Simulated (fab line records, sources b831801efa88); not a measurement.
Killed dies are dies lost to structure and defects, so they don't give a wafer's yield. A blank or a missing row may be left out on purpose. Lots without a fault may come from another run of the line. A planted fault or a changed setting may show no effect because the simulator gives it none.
One fault seen from 2 desks | flow gf180mcu | each desk has only its own numbers; what lay behind them comes last

THE METROLOGY DESK
What the gauges read, lot by lot, whatever tool the lot ran on: means of the sampled wafers that have a number. A lot is out of limits, marked OUT, if its mean lies more than 4 standard deviations from the usual mean; the brackets give that distance.
Columns: A = V5_CVD_00_THK at GF_V5_THK_MEAS_01, usual 301.6 nm
lot  | first seen here | A
L628 | day 26 06:22    | 301.6
L630 | day 26 22:01    | 301.6
L631 | day 27 17:26    | 303.1
L632 | day 27 17:37    | 298.0
L633 | day 27 23:20    | 304.3
L634 | day 28 08:21    | 302.4
L637 | day 29 03:37    | 299.7
L638 | day 29 14:19    | 300.9
L644 | day 31 05:53    | 302.5
L647 | day 31 22:01    | 301.5
L648 | day 32 04:38    | 300.2
L649 | day 32 10:59    | 300.4
L651 | day 32 20:10    | 301.1
This desk's finding: nothing out of limits on any of the 13 lots.

THE TOOL OWNER'S DESK: pvd_sputter-04
The tool's own readings at GF_M2_SPUTTER_02 (material AlCu, target thk 450 nm, time 23.9 s): means of the sampled wafers that have a number, for each lot that ran on this tool. A lot is out of limits, marked OUT, if its mean lies more than 4 standard deviations from the usual mean; the brackets give that distance.
Columns: A = throttle_valve_pct at GF_M2_SPUTTER_02, usual 29.9 %
lot  | first seen here | A
L631 | day 19 12:45    | 30.9
L632 | day 19 20:57    | 30.4
L634 | day 20 13:08    | 30.3
L637 | day 21 13:30    | 30.2
L638 | day 22 01:01    | 30.5
L647 | day 24 23:54    | 30.9
L651 | day 26 04:34    | 30.6
This desk's finding: nothing out of limits on any of the 7 lots.

PUT TOGETHER
The metrology desk saw nothing out of limits.
The tool owner's desk saw nothing out of limits.

WHAT THE SIMULATOR HAD PUT IN
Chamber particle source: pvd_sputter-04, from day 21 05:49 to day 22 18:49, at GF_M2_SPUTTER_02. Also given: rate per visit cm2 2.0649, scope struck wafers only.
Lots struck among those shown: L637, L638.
